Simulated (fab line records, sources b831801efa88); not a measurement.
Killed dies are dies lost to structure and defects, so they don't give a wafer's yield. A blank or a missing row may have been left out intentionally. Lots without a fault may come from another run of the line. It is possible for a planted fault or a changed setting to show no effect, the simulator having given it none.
What tool caused it? ; flow gf180mcu ; 13 lots, 39 wafers sampled, at 5 steps of a route of 602

## WHAT EACH GAUGE READ, for each wafer
GF_POLY_GATE_THK_MEAS_17. Usual: POLY_GATE_OXIDATION_THK gives 4.02 nm (standard deviation 0.072).
lot;measured;on;POLY_GATE_OXIDATION_THK (nm);flag
L763;day 9 06:46;film metro-04;3.99 4.00 3.92;
L764;day 9 20:20;film metro-04;3.95 4.00 3.92;
L766;day 10 11:21;film metro-02;4.07 4.06 3.98;
L765;day 10 11:21;film metro-04;3.97 3.95 4.03;
L767;day 10 19:56;film metro-02;3.97 4.01 3.99;
L770;day 11 17:43;film metro-04;4.01 3.95 4.02;
L771;day 11 21:00;film metro-02;3.98 4.05 3.98;
L772;day 11 23:30;film metro-01;4.11 4.17 4.01;
L776;day 13 03:22;film metro-04;4.03 4.00 4.06;
L782;day 14 17:32;film metro-04;3.99 3.93 3.97;
L783;day 14 23:20;film metro-04;4.03 4.06 4.07;
L784;day 15 11:13;film metro-04;3.96 4.00 4.07;
L785;day 15 16:15;film metro-01;3.96 3.94 3.89;

GF_HV_LDD_OVL_MEAS_08. Usual: HV_LDD_OVL gives -0.2 nm (standard deviation 1.3).
lot;measured;on;HV_LDD_OVL (nm);flag
L763;day 9 23:37;overlay-01;-0.8 -0.5 -0.9;
L764;day 10 13:28;overlay-01;-0.3 -1.3 -0.1;
L766;day 11 05:14;overlay-02;0.1 0.4 0.1;
L765;day 11 04:33;overlay-02;1.5 1.2 1.0;
L767;day 11 14:56;overlay-02;160.8 160.8 162.5 162.0 162.0 163.8;OFF
L770;day 12 12:33;overlay-01;160.9 160.3 161.1 162.0 161.7 161.8;OFF
L771;day 12 16:01;overlay-01;160.9 160.5 161.5 162.0 161.7 162.4;OFF
L772;day 12 17:59;overlay-02;160.3 160.3 161.2 161.9 161.3 162.4;OFF
L776;day 13 23:54;overlay-01;-0.1 0.1 1.0;
L782;day 15 15:20;overlay-01;-1.1 -1.6 -0.3;
L783;day 15 21:13;overlay-01;1.0 2.2 0.1;
L784;day 16 09:41;overlay-01;0.0 0.8 1.4;
L785;day 16 14:13;overlay-01;-0.6 -0.1 0.7;

## EACH LOT AND THE TOOL THAT RAN IT (in order: tool; ch and the chambers of the sampled wafers; start)
lot;GF_POLY_GATE_ETCH_12;GF_POLY_GATE_STRIP_14;GF_HV_LDD_EXPOSE_04
L763;rie diel-02 ch 0,3, day 9 02:27;plasma asher-02 ch 0,1, day 9 02:33;iline stepper-01 ch 0, day 9 16:08
L764;rie diel-01 ch 0,3, day 9 13:15;plasma asher-02 ch 0,1, day 9 13:21;iline stepper-01 ch 0, day 10 04:29
L766;rie diel-02 ch 0,1,3, day 10 04:13;plasma asher-01 ch 0,1, day 10 04:20;iline stepper-02 ch 0, day 10 20:04
L765;rie diel-04 ch 0,3, day 10 04:58;plasma asher-02 ch 0,1, day 10 05:05;iline stepper-01 ch 0, day 10 19:40
L767;rie diel-02 ch 1,2,3, day 10 17:52;plasma asher-03 ch 0,1, day 10 17:58;iline stepper-01 ch 0, day 11 05:31
L770;rie diel-02 ch 1,3, day 11 14:53;plasma asher-02 ch 0,1, day 11 15:00;iline stepper-01 ch 0, day 12 03:55
L771;rie diel-02 ch 0,1, day 11 19:28;plasma asher-03 ch 0,1, day 11 19:37;iline stepper-01 ch 0, day 12 07:07
L772;rie diel-04 ch 0,3, day 11 21:59;plasma asher-02 ch 0,1, day 11 22:06;iline stepper-01 ch 0, day 12 09:35
L776;rie diel-04 ch 1,3, day 13 01:50;plasma asher-01 ch 0,1, day 13 01:59;iline stepper-02 ch 0, day 13 13:03
L782;rie diel-04 ch 1,2,3, day 14 16:01;plasma asher-01 ch 0, day 14 16:08;iline stepper-02 ch 0, day 15 04:27
L783;rie diel-02 ch 0,2,3, day 14 21:49;plasma asher-02 ch 0,1, day 14 21:55;iline stepper-02 ch 0, day 15 09:59
L784;rie diel-04 ch 1,2,3, day 15 07:37;plasma asher-03 ch 0, day 15 07:44;iline stepper-02 ch 0, day 15 23:05
L785;rie diel-02 ch 0,2,3, day 15 14:43;plasma asher-03 ch 0,1, day 15 14:52;iline stepper-02 ch 0, day 16 03:37
- GF_POLY_GATE_ETCH_12: etches BARC in N2/H2.
- GF_POLY_GATE_STRIP_14: strips in O2/N2.
- GF_HV_LDD_EXPOSE_04: exposes mask Nplus LV AREA, target cd 400 nm.

## WHAT THE TOOLS THEMSELVES READ (means of the sampled wafers that have a number; where no wafer has one, the mark that the record gives instead)
GF_POLY_GATE_ETCH_12. Usual: drypump motor current A 5.7 A, standard deviation 0.46; oes product au 0.735 a.u., standard deviation 0.005; throttle valve pct 13.214 %, standard deviation 0.0093.
lot;tool;drypump motor current A (A);oes product au (a.u.);throttle valve pct (%);flag
L763;rie diel-02;5.1;0.734;13.207;
L764;rie diel-01;6.0;0.739;13.206;
L766;rie diel-02;5.0;0.738;13.215;
L765;rie diel-04;6.2;0.733;13.227;
L767;rie diel-02;5.3;0.733;13.210;
L770;rie diel-02;5.1;0.736;13.215;
L771;rie diel-02;4.9;0.736;13.224;
L772;rie diel-04;6.2;0.737;13.226;
L776;rie diel-04;6.1;0.734;13.209;
L782;rie diel-04;6.0;0.735;13.216;
L783;rie diel-02;5.3;0.734;13.212;
L784;rie diel-04;5.9;0.738;13.211;
L785;rie diel-02;5.3;0.731;13.214;

GF_POLY_GATE_STRIP_14. Usual: drypump motor current A 6.1 A, standard deviation 0.39; heater power w 312 W, standard deviation 27; oes product au 0.505 a.u., standard deviation 0.0047.
lot;tool;drypump motor current A (A);heater power w (W);oes product au (a.u.);flag
L763;plasma asher-02;6.2;291;0.508;
L764;plasma asher-02;6.3;295;0.502;
L766;plasma asher-01;5.3;299;0.503;
L765;plasma asher-02;6.2;301;0.505;
L767;plasma asher-03;6.3;340;0.509;
L770;plasma asher-02;6.3;297;0.503;
L771;plasma asher-03;6.4;319;0.501;
L772;plasma asher-02;6.2;296;0.509;
L776;plasma asher-01;5.3;333;0.501;
L782;plasma asher-01;5.3;347;0.507;
L783;plasma asher-02;6.2;300;0.501;
L784;plasma asher-03;6.1;352;0.502;
L785;plasma asher-03;6.3;341;0.501;

GF_HV_LDD_EXPOSE_04. Usual: reticle temp C at 23.00 C, with a standard deviation of 0.11.
lot;tool;reticle temp C (C);flag
L763;iline stepper-01;22.98;
L764;iline stepper-01;22.99;
L766;iline stepper-02;22.82;
L765;iline stepper-01;23.07;
L767;iline stepper-01;22.94;
L770;iline stepper-01;23.03;
L771;iline stepper-01;23.07;
L772;iline stepper-01;23.14;
L776;iline stepper-02;22.83;
L782;iline stepper-02;22.98;
L783;iline stepper-02;22.82;
L784;iline stepper-02;23.09;
L785;iline stepper-02;22.87;

## THE ANSWER, worked out from the rows above alone
Rule: a lot is off if the mean of its wafers that have a number lies more than 3 standard deviations from the usual mean. Also off: a lot with no number at a reading for which 4 or more lots have one. All remaining lots with rows at the step are treated as sound. After the gauges, taken in route order, come the tools' own readings; for these a lot's mean is taken, as printed above. At the first step where some lot is off, the reading lying furthest off is the one used; lots without a number count as furthest.
Off: at GF_HV_LDD_OVL_MEAS_08 (HV_LDD_OVL), L767, L770, L771, L772.
A tool fits if, at a process step before that reading, it ran every lot that is off, and no sound lot after the first of them. Those tools and the gauges at GF_HV_LDD_OVL_MEAS_08 are tried in the same way. One candidate fits, namely iline stepper-01 at GF_HV_LDD_EXPOSE_04. A fault onset in the window from L765 (day 10 19:40, its last sound lot) to L767 (day 11 05:31, its first lot off) fits.

## WHAT THE SIMULATOR PUT IN
Scanner matching overlay: iline stepper-01, from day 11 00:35 on, at GF_HV_LDD_EXPOSE_04. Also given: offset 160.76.
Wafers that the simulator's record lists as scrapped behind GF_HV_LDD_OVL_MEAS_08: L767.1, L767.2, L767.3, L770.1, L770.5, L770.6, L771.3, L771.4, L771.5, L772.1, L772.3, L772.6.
Shown lots that were struck: L767, L770, L771, L772. The same result came from the rule above.
